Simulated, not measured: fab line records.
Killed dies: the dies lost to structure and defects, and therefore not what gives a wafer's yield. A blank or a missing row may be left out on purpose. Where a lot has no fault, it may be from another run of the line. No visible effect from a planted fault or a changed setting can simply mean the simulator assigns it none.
fab line records ; flow gf180mcu
[record] lots = 6; wafers = 18; last-day = 34
route steps=602 shown HV_LDD@234 NSD@235 PSD@248
lots that met no fault: taken from a fault-free run of the same line
start-h: the number of hours between the record's first day and the start of the first shown wafer of the lot ; wait-h: hours elapsed since this lot's preceding step ; " unchanged from the row above ; L1.1+2: several wafers, shown together as one row ; - no value present, or no start provided ; * or withheld: withheld ; < > ~ a bound
route shown NAME@n: names a module that has steps shown in the file, with the first one's number in the route ; usual: average and standard deviation across the fault-free wafers ; same: alike in all rows ; chamber/n: place in a boat ; sites: the reading at each site ; _std_site: the values' standard deviation ; _edge_site: inner sites' mean taken away from outer sites' mean ; radius-mm: for every site, how far away it sits from the centre of the wafer ; mask NAME#n: copy n ; behind: tool/chamber where the wafer was last shaped ; hold: reason for holding the lot/hours on hold/outcome of the hold ; device: the transistor (n, p or np) that didn't switch ; end of line: the tests these same wafers got at the end of their route ; step lacking rows: just its recipe ; killed: dies that structure and defects cost at the first sort, which is not the same as the wafer's yield ; map: shows each die of a wafer: x if killed, . if not, _ if none is there
set.NAME: the setting as run; set.NAME@STEP: as run at that earlier step ; model.NAME: the simulator's own value behind a step, which no gauge read
lots at some steps of the route; a table a step, a row a wafer
services: a tool's chamber out of use, with start hour (start-h, from the record's first day; less than 0 if before it), hours out, and reason
[[steps]]
[step GF_HV_LDD_ETCHBACK_58]
[recipe] chemistry = CH3F/O2; target = Si3N4; stop-on = SiO2; source-w = 400; bias-w = 80; pressure-mtorr = 25; ch3f-flow-sccm = 40; O2_flow_sccm = 30; time-s = 100; target-depth-a = 900
[usual] O2_flow_sccm = 30.02/0.097; drypump-motor-current-A = 5.63/0.28; oes-product-au = 0.843/0.0066; throttle-valve-pct = 10.561/0.01
lot.wafer;tool;chamber;start-h;wait-h;O2_flow_sccm;drypump-motor-current-A;oes-product-au;rf-hours-counter-h;throttle-valve-pct
L669.3;rie-diel-04;0;308.73;0.0;30.06;6.21;0.843;75;10.562
L669.4;rie-diel-04;2;308.73;0.0;29.92;5.24;0.848;62;10.560
L669.5;rie-diel-04;3;308.73;0.0;29.98;5.60;0.843;-;10.568
L671.1;rie-diel-01;2;311.55;0.1;30.29;5.52;0.853;1;10.556
L671.2;rie-diel-01;1;311.55;0.1;30.17;5.34;0.858;96;10.555
L671.5;rie-diel-01;1;311.55;0.1;30.05;5.34;0.850;-;10.569
L672.3;rie-diel-04;2;322.55;0.0;29.85;5.18;0.847;62;10.549
L672.4;rie-diel-04;1;322.55;0.0;30.11;5.59;0.838;73;10.572
L672.5;rie-diel-04;0;322.55;0.0;30.02;6.20;0.843;-;10.561
L681.3;rie-diel-03;2;398.15;0.0;30.04;5.73;0.848;39;10.578
L681.5;rie-diel-03;2;398.15;0.0;30.04;5.70;0.839;-;10.564
L681.6;rie-diel-03;3;398.15;0.0;29.93;5.87;0.845;-;10.563
L686.2;rie-diel-03;3;438.54;0.0;29.99;5.86;0.839;57;10.555
L686.3;rie-diel-03;1;438.54;0.0;30.12;5.43;0.845;61;10.569
L686.4;rie-diel-03;2;438.54;0.0;30.04;5.70;0.843;40;10.550
L687.3;rie-diel-03;1;448.86;0.0;30.06;5.42;0.850;61;10.555
L687.5;rie-diel-03;0;448.86;0.0;29.83;5.90;0.837;-;10.565
L687.6;rie-diel-03;3;448.86;0.0;29.93;5.89;0.847;-;10.566
[step GF_NSD_DEHYDRATE_00]
[recipe] temp-c = 200; time-s = 60
[step GF_NSD_HMDS_01]
[recipe] prime-time-s = 60; prime-temp-c = 120
[step GF_NSD_COAT_02]
[recipe] resist = NOVOLAK; spin-rpm = 3000; resist-thk-nm = 1000
[step GF_NSD_SOFTBAKE_03]
[recipe] temp-c = 90; time-s = 60; resist = NOVOLAK
[step GF_NSD_EXPOSE_04]
[recipe] mask-id = Nplus; target-cd-nm = 400; na = 0.6; source-shape = conventional; sigma-outer = 0.6; dose-mj = 140
[step GF_NSD_PEB_05]
[recipe] temp-c = withheld; time-s = *; resist = NOVOLAK
[step GF_NSD_DEVELOP_06]
[recipe] develop-time-s = 60; dev-temp-c = 23
[step GF_NSD_CD_MEAS_07]
[recipe] target-cd-nm = 400
[usual] cd-nm = 400.2/1.9
lot.wafer;tool;chamber;start-h;wait-h;cd-nm
L669.3;cd-sem-01;-;329.07;0.1;401.8
L669.4;cd-sem-01;-;329.07;0.1;403.5
L669.5;cd-sem-01;-;329.07;0.1;403.3
L671.1;cd-sem-02;-;332.33;0.1;398.3
L671.2;cd-sem-02;-;332.33;0.1;401.6
L671.5;cd-sem-02;-;332.33;0.1;397.5
L672.3;cd-sem-02;-;343.92;0.1;401.6
L672.4;cd-sem-02;-;343.92;0.1;404.0
L672.5;cd-sem-02;-;343.92;0.1;401.2
L681.3;cd-sem-02;-;421.82;0.1;401.0
L681.5;cd-sem-02;-;421.82;0.1;399.9
L681.6;cd-sem-02;-;421.82;0.1;400.1
L686.2;cd-sem-02;-;462.53;0.1;398.9
L686.3;cd-sem-02;-;462.53;0.1;397.8
L686.4;cd-sem-02;-;462.53;0.1;399.2
L687.3;cd-sem-02;-;472.22;0.1;397.5
L687.5;cd-sem-02;-;472.22;0.1;396.8
L687.6;cd-sem-02;-;472.22;0.1;397.9
[step GF_NSD_OVL_MEAS_08]
[usual] NSD_OVL = -0.8/1.4
lot.wafer;tool;chamber;start-h;wait-h;NSD_OVL[nm]
L669.3;overlay-02;-;329.17;0.1;-0.8
L669.4;overlay-02;-;329.17;0.1;-1.2
L669.5;overlay-02;-;329.17;0.1;-2.1
L671.1;overlay-02;-;332.45;0.1;0.5
L671.2;overlay-02;-;332.45;0.1;-1.3
L671.5;overlay-02;-;332.45;0.1;-0.5
L672.3;overlay-02;-;344.02;0.1;1.1
L672.4;overlay-02;-;344.02;0.1;-0.3
L672.5;overlay-02;-;344.02;0.1;-1.0
L681.3;overlay-01;-;421.91;0.1;-0.5
L681.5;overlay-01;-;421.91;0.1;1.4
L681.6;overlay-01;-;421.91;0.1;-1.2
L686.2;overlay-02;-;462.64;0.1;-0.7
L686.3;overlay-02;-;462.64;0.1;-1.3
L686.4;overlay-02;-;462.64;0.1;-3.4
L687.3;overlay-01;-;472.31;0.1;0.2
L687.5;overlay-01;-;472.31;0.1;-1.4
L687.6;overlay-01;-;472.31;0.1;-1.2
[step GF_NSD_IMPLANT_09]
[recipe] species = As; energy-kev = 60; dose-cm2 = 4e+15; tilt-deg = 7
[step GF_NSD_IMPLANT_10]
[recipe] species = P; energy-kev = 40; dose-cm2 = 5e+14; tilt-deg = 7
[step GF_NSD_STRIP_11]
[recipe] chemistry = O2/N2; power-w = 1400; pressure-mtorr = 1500; platen-temp-c = 250; o2-flow-sccm = 3000; n2-flow-sccm = 300; overash-fraction = 0.5
[usual] chamber-pressure-mTorr = 1499.9/1.4; drypump-motor-current-A = 5.5/0.37; heater-power-w = 335/19; n2-flow-sccm = 299.9/0.83; oes-product-au = 0.487/0.005; overash-fraction = 0.5/0; strip-time-to-endpoint-s = 22.97/0.032
lot.wafer;tool;chamber;start-h;wait-h;chamber-pressure-mTorr;drypump-motor-current-A;heater-power-w;n2-flow-sccm;oes-product-au;overash-fraction;rf-hours-counter-h;strip-time-to-endpoint-s;model.NOVOLAK_of_NSD_COAT_02.thk-nm
L669.3;plasma-asher-03;1;329.52;0.1;1498.8;5.5;347;300.4;0.489;0.5;-;22.98;0
L669.4;plasma-asher-03;0;329.52;0.1;1498.3;6.1;322;299.3;0.482;0.5;-;22.97;0
L669.5;plasma-asher-03;1;329.52;0.1;1499.2;5.5;338;300.9;0.489;0.5;-;22.96;0
L671.1;plasma-asher-01;0;332.79;0.1;-;-;-;-;-;-;-;-;997.4
L671.2;plasma-asher-01;1;332.79;0.1;-;-;-;-;-;-;-;-;997.5
L671.5;plasma-asher-01;1;332.79;0.1;-;-;-;-;-;-;-;-;995.6
L672.3;plasma-asher-01;1;344.37;0.1;-;-;-;-;-;-;-;-;1004
L672.4;plasma-asher-01;0;344.37;0.1;-;-;-;-;-;-;-;-;1002
L672.5;plasma-asher-01;0;344.37;0.1;-;-;-;-;-;-;-;-;1001
L681.3;plasma-asher-02;0;422.27;0.1;1499.7;5.4;320;299.9;0.485;0.5;-;22.94;0
L681.5;plasma-asher-02;0;422.27;0.1;1499.9;5.4;303;299.2;0.484;0.5;-;22.90;0
L681.6;plasma-asher-02;1;422.27;0.1;1499.2;6.0;310;299.8;0.488;0.5;-;22.98;0
L686.2;plasma-asher-02;1;462.97;0.1;1497.6;6.0;311;299.1;0.484;0.5;39;22.97;0
L686.3;plasma-asher-02;1;462.97;0.1;1498.8;6.0;318;299.2;0.479;0.5;-;22.96;0
L686.4;plasma-asher-02;0;462.97;0.1;1498.6;5.4;322;298.9;0.485;0.5;-;22.96;0
L687.3;plasma-asher-01;1;472.67;0.1;1499.5;5.1;368;301.6;0.487;0.5;-;23.00;0
L687.5;plasma-asher-01;0;472.67;0.1;1500.0;5.2;337;299.3;0.487;0.5;-;23.02;0
L687.6;plasma-asher-01;1;472.67;0.1;1499.1;5.1;370;300.8;0.489;0.5;-;23.04;0
[step GF_NSD_TW_MEAS_12]
[usual] NSD_TW = 4241/17
lot.wafer;tool;chamber;start-h;wait-h;NSD_TW
L669.3;film-metro-02;-;329.61;0.1;4238
L669.4;film-metro-02;-;329.61;0.1;4245
L669.5;film-metro-02;-;329.61;0.1;4238
L671.1;film-metro-01;-;332.89;0.1;4217
L671.2;film-metro-01;-;332.89;0.1;4216
L671.5;film-metro-01;-;332.89;0.1;4228
L672.3;film-metro-03;-;344.46;0.1;4268
L672.4;film-metro-03;-;344.46;0.1;4255
L672.5;film-metro-03;-;344.46;0.1;4275
L681.3;film-metro-02;-;422.35;0.1;4217
L681.5;film-metro-02;-;422.35;0.1;4234
L681.6;film-metro-02;-;422.35;0.1;4236
L686.2;film-metro-02;-;463.08;0.1;4202
L686.3;film-metro-02;-;463.08;0.1;4245
L686.4;film-metro-02;-;463.08;0.1;4224
L687.3;film-metro-02;-;472.76;0.1;4221
L687.5;film-metro-02;-;472.76;0.1;4201
L687.6;film-metro-02;-;472.76;0.1;4235
[step GF_PSD_DEHYDRATE_00]
[recipe] temp-c = 200; time-s = 60
[step GF_PSD_HMDS_01]
[recipe] prime-time-s = 60; prime-temp-c = 120
[step GF_PSD_COAT_02]
[recipe] resist = NOVOLAK; spin-rpm = 3000; resist-thk-nm = 1000
[step GF_PSD_SOFTBAKE_03]
[recipe] temp-c = 90; time-s = 60; resist = NOVOLAK
[step GF_PSD_EXPOSE_04]
[recipe] mask-id = Pplus; target-cd-nm = 400; na = 0.6; source-shape = conventional; sigma-outer = 0.6; dose-mj = 140
[step GF_PSD_PEB_05]
[recipe] temp-c = withheld; time-s = *; resist = NOVOLAK
[step GF_PSD_DEVELOP_06]
[recipe] develop-time-s = 60; dev-temp-c = 23
[step GF_PSD_CD_MEAS_07]
[recipe] target-cd-nm = 400
[usual] cd-nm = 399.5/1.9
lot.wafer;tool;chamber;start-h;wait-h;cd-nm
L669.3;cd-sem-02;-;351.72;0.1;402.2
L669.4;cd-sem-02;-;351.72;0.1;403.9
L669.5;cd-sem-02;-;351.72;0.1;401.6
L671.1;cd-sem-02;-;353.28;0.1;399.2
L671.2;cd-sem-02;-;353.28;0.1;398.5
L671.5;cd-sem-02;-;353.28;0.1;400.6
L672.3;cd-sem-02;-;366.59;0.1;399.1
L672.4;cd-sem-02;-;366.59;0.1;400.3
L672.5;cd-sem-02;-;366.59;0.1;400.9
L681.3;cd-sem-02;-;446.37;0.1;400.4
L681.5;cd-sem-02;-;446.37;0.1;401.3
L681.6;cd-sem-02;-;446.37;0.1;401.4
L686.2;cd-sem-02;-;487.22;0.1;401.7
L686.3;cd-sem-02;-;487.22;0.1;401.0
L686.4;cd-sem-02;-;487.22;0.1;402.4
L687.3;cd-sem-01;-;496.57;0.1;399.6
L687.5;cd-sem-01;-;496.57;0.1;399.5
L687.6;cd-sem-01;-;496.57;0.1;399.3
[step GF_PSD_OVL_MEAS_08]
[usual] PSD_OVL = -0.4/1.3
lot.wafer;tool;chamber;start-h;wait-h;PSD_OVL[nm]
L669.3;overlay-02;-;351.82;0.1;-0.9
L669.4;overlay-02;-;351.82;0.1;1.3
L669.5;overlay-02;-;351.82;0.1;1.0
L671.1;overlay-01;-;353.40;0.1;-0.5
L671.2;overlay-01;-;353.40;0.1;-2.2
L671.5;overlay-01;-;353.40;0.1;0.6
L672.3;overlay-02;-;366.68;0.1;2.9
L672.4;overlay-02;-;366.68;0.1;1.6
L672.5;overlay-02;-;366.68;0.1;1.0
L681.3;overlay-01;-;446.46;0.1;-0.9
L681.5;overlay-01;-;446.46;0.1;0.9
L681.6;overlay-01;-;446.46;0.1;-1.2
L686.2;overlay-02;-;487.33;0.1;-0.2
L686.3;overlay-02;-;487.33;0.1;-3.5
L686.4;overlay-02;-;487.33;0.1;-0.8
L687.3;overlay-01;-;496.66;0.1;-2.5
L687.5;overlay-01;-;496.66;0.1;1.1
L687.6;overlay-01;-;496.66;0.1;-2.1
[step GF_PSD_IMPLANT_09]
[recipe] species = BF2; energy-kev = 40; dose-cm2 = 1.5e+15; tilt-deg = 7
[step GF_PSD_STRIP_10]
[recipe] chemistry = O2/N2; power-w = 1400; pressure-mtorr = 1500; platen-temp-c = 250; o2-flow-sccm = 3000; n2-flow-sccm = 300; overash-fraction = 0.5
[usual] chamber-pressure-mTorr = 1500.0/1.4; drypump-motor-current-A = 5.5/0.45; heater-power-w = 323/13; n2-flow-sccm = 299.8/0.87; oes-product-au = 0.592/0.0042; strip-time-to-endpoint-s = 16.54/0.033
[same] overash-fraction = 0.5
lot.wafer;tool;chamber;start-h;wait-h;chamber-pressure-mTorr;drypump-motor-current-A;heater-power-w;n2-flow-sccm;oes-product-au;rf-hours-counter-h;strip-time-to-endpoint-s
L669.3;plasma-asher-03;1;352.02;0.1;1498.3;5.5;338;299.1;0.594;-;16.54
L669.4;plasma-asher-03;0;352.02;0.1;1498.1;6.1;317;298.9;0.592;-;16.56
L669.5;plasma-asher-03;0;352.02;0.1;1500.5;6.1;323;298.4;0.590;-;16.51
L671.1;plasma-asher-03;1;353.58;0.1;1501.8;5.4;341;299.4;0.656;55;31.42
L671.2;plasma-asher-03;0;353.58;0.1;1502.4;6.1;319;298.7;0.658;55;31.50
L671.5;plasma-asher-03;0;353.58;0.1;1500.8;6.1;307;298.2;0.652;-;31.40
L672.3;plasma-asher-04;1;366.89;0.1;1499.7;4.8;311;299.5;0.647;-;31.60
L672.4;plasma-asher-04;0;366.89;0.1;1499.2;5.6;317;299.6;0.656;-;31.53
L672.5;plasma-asher-04;0;366.89;0.1;1498.8;5.5;319;300.1;0.659;-;31.55
L681.3;plasma-asher-04;1;446.67;0.1;1500.5;4.8;301;299.6;0.589;-;16.54
L681.5;plasma-asher-04;0;446.67;0.1;1502.2;5.5;316;298.9;0.596;-;16.62
L681.6;plasma-asher-04;1;446.67;0.1;1498.9;4.8;309;300.3;0.591;-;16.56
L686.2;plasma-asher-04;0;487.51;0.1;1497.6;5.6;319;300.9;0.586;82;16.52
L686.3;plasma-asher-04;0;487.51;0.1;1501.2;5.5;317;300.8;0.594;-;16.58
L686.4;plasma-asher-04;1;487.51;0.1;1499.7;4.8;303;299.1;0.584;-;16.52
L687.3;plasma-asher-03;0;496.87;0.1;1497.9;6.1;327;301.1;0.590;-;16.53
L687.5;plasma-asher-03;1;496.87;0.1;1500.7;5.5;345;300.2;0.585;-;16.54
L687.6;plasma-asher-03;0;496.87;0.1;1502.9;6.1;320;300.5;0.591;-;16.55
[step GF_PSD_TW_MEAS_11]
[usual] PSD_TW = 3178/15
lot.wafer;tool;chamber;start-h;wait-h;PSD_TW
L669.3;film-metro-02;-;352.11;0.1;3166
L669.4;film-metro-02;-;352.11;0.1;3157
L669.5;film-metro-02;-;352.11;0.1;3164
L671.1;film-metro-01;-;353.68;0.1;30
L671.2;film-metro-01;-;353.68;0.1;30
L671.5;film-metro-01;-;353.68;0.1;30
L672.3;film-metro-01;-;366.98;0.1;30
L672.4;film-metro-01;-;366.98;0.1;30
L672.5;film-metro-01;-;366.98;0.1;30
L681.3;film-metro-02;-;446.76;0.1;3186
L681.5;film-metro-02;-;446.76;0.1;3175
L681.6;film-metro-02;-;446.76;0.1;3163
L686.2;film-metro-01;-;487.62;0.1;3173
L686.3;film-metro-01;-;487.62;0.1;3192
L686.4;film-metro-01;-;487.62;0.1;3203
L687.3;film-metro-02;-;496.96;0.1;3178
L687.5;film-metro-02;-;496.96;0.1;3174
L687.6;film-metro-02;-;496.96;0.1;3183
[step GF_PSD_CLEAN_12]
[recipe] chemistry = SC1/SC2; mix = 1:4:20; temp-c = 70; time-s = 150; dry = n2-spin
[[services]]
tool;chamber;start-h;hours;kind
rie-diel-03;3;287.67;17.4;repair
rie-diel-01;-;296.85;14.6;pm
rie-diel-03;0;311.90;6.9;repair
rie-diel-03;-;327.26;2.8;pm
rie-diel-04;2;342.72;5.1;repair
plasma-asher-04;-;349.75;4.3;pm
plasma-asher-01;-;360.61;4.0;pm
rie-diel-03;0;374.55;5.4;repair
rie-diel-04;2;375.76;5.1;repair
plasma-asher-03;-;385.95;3.8;repair
rie-diel-03;0;391.95;-;clean
rie-diel-03;0;391.95;16.9;scheduled-down
rie-diel-03;0;391.95;16.9;vent-cycle
rie-diel-04;0;403.01;5.2;repair
plasma-asher-03;-;403.18;14.6;pm
rie-diel-04;-;420.75;0.1;repair
plasma-asher-01;-;421.25;9.0;pm
plasma-asher-01;0;421.25;9.0;vent-cycle
plasma-asher-01;1;421.25;9.0;vent-cycle
plasma-asher-01;0;430.25;-;clean
rie-diel-01;-;452.65;0.4;repair
plasma-asher-03;-;455.68;0.6;repair
rie-diel-01;2;461.45;5.3;repair
rie-diel-03;2;495.88;2.0;repair
[[key]]
[first-sign] step = GF_NSD_STRIP_11; reading = tool-record; direction = missing
[effect] step = GF_PSD_STRIP_10; reading = strip-time-to-endpoint-s; direction = up; sigmas = 99+; usual = *; struck = *
[effect] step = GF_PSD_TW_MEAS_11; reading = PSD_TW; direction = down; sigmas = 99+; usual = 3178; struck = 30
[model-effect] step = GF_NSD_STRIP_11; value = NOVOLAK_of_NSD_COAT_02.thk-nm; without = 0; struck = 999.5
met-at GF_NSD_STRIP_11
struck-wafers L671.1,L671.2,L671.5,L672.3,L672.4,L672.5
sort-left-out L671.1,L671.2,L671.5,L672.3,L672.4,L672.5
tester-left-out L671,L672
[fault] kind = skipped-step-whole; tool = plasma-asher-01; chamber = -; onset-h = 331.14; steps = GF_NSD_STRIP_11; scope = struck-lots-only
// tester-left-out: of these lots the tester's yield and bins aren't shown, on N5 and GAA mostly nor the transistor test; their killed dies are dies lost to structure and defects alone, not to doping, threshold or leakage, so they don't give the yield
// sort-left-out: the simulated sort isn't trusted on such a fault, so these wafers' sort isn't shown, and their yield isn't known
